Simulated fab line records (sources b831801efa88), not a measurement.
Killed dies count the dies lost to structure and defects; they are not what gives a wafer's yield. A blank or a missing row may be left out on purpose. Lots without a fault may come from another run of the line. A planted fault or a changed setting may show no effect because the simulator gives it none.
What tool caused it?    flow gf180mcu    6 lots with 16 wafers sampled at 3 steps, on a route of 602 steps

## WHAT EACH GAUGE READ, for each wafer
GF_V1_RS_MEAS_24: a four-point-probe measurement.
lot   measured      on             V1_W_RS (ohm/sq)
L483  day 19 04:24  film-metro-04  0.331 0.326 0.329
L488  day 20 22:00  film-metro-04  0.329 0.331 0.333
L490  day 21 17:30  film-metro-04  0.190
L498  day 24 10:32  film-metro-01  0.334 0.332 0.333
L501  day 25 05:29  film-metro-03  0.324 0.329 0.328
L503  day 25 20:22  film-metro-01  0.331 0.329 0.329

## WHAT TOOL EACH LOT RAN ON (gives the tool, then ch and the chambers of the sampled wafers, and finally the start)
lot   GF_V1_CVD_02                     GF_V1_CVD_23
L483  pecvd-04 ch 0,1,2, day 18 03:10  cvd-w-02 ch 0,1, day 19 04:16
L488  pecvd-03 ch 0,1,2, day 19 19:55  cvd-w-01 ch 0, day 20 21:47
L490  pecvd-03 ch 0, day 20 15:50      cvd-w-02 ch 0, day 21 17:23
L498  pecvd-01 ch 0,1, day 23 10:47    cvd-w-01 ch 0,1, day 24 10:25
L501  pecvd-04 ch 0,1,2, day 24 06:30  cvd-w-02 ch 0, day 25 05:22
L503  pecvd-04 ch 0,1,2, day 24 21:35  cvd-w-02 ch 0,1, day 25 20:13
- GF_V1_CVD_02: deposits SiO2 from TEOS, target thk 850 nm, time 94.851 s.
- GF_V1_CVD_23: deposits W, target thk 350 nm, time 105.05 s.

## THE ANSWER, worked out from the rows above alone
Rule: usual is defined by the lots themselves. The widest of any qualifying gaps counts: lots, ordered by their means at a reading, are off when they make up no more than a third of the lots, leave a main group of 4 or more, and stand apart from it by 3 or more times the standard deviation of that group's means. A main group is skipped when, at the precision printed for the reading in the tables above, its means are all equal. Also off: a lot with no number at a reading for which 4 or more lots have one. All remaining lots with rows at the step are treated as sound.
Off: at GF_V1_RS_MEAS_24 (V1_W_RS), L490. The main group has a mean of 0.330 ohm/sq with a standard deviation of 0.002.
A tool fits if, at a process step before that reading, it ran every lot that is off, and no sound lot after the first of them. Those tools and the gauges at GF_V1_RS_MEAS_24 are tried in the same way. 2 tools fit, pecvd-03 at GF_V1_CVD_02 and film-metro-04 at GF_V1_RS_MEAS_24, so this cannot tell which one it is.

## WHAT THE SIMULATOR HAD PUT IN
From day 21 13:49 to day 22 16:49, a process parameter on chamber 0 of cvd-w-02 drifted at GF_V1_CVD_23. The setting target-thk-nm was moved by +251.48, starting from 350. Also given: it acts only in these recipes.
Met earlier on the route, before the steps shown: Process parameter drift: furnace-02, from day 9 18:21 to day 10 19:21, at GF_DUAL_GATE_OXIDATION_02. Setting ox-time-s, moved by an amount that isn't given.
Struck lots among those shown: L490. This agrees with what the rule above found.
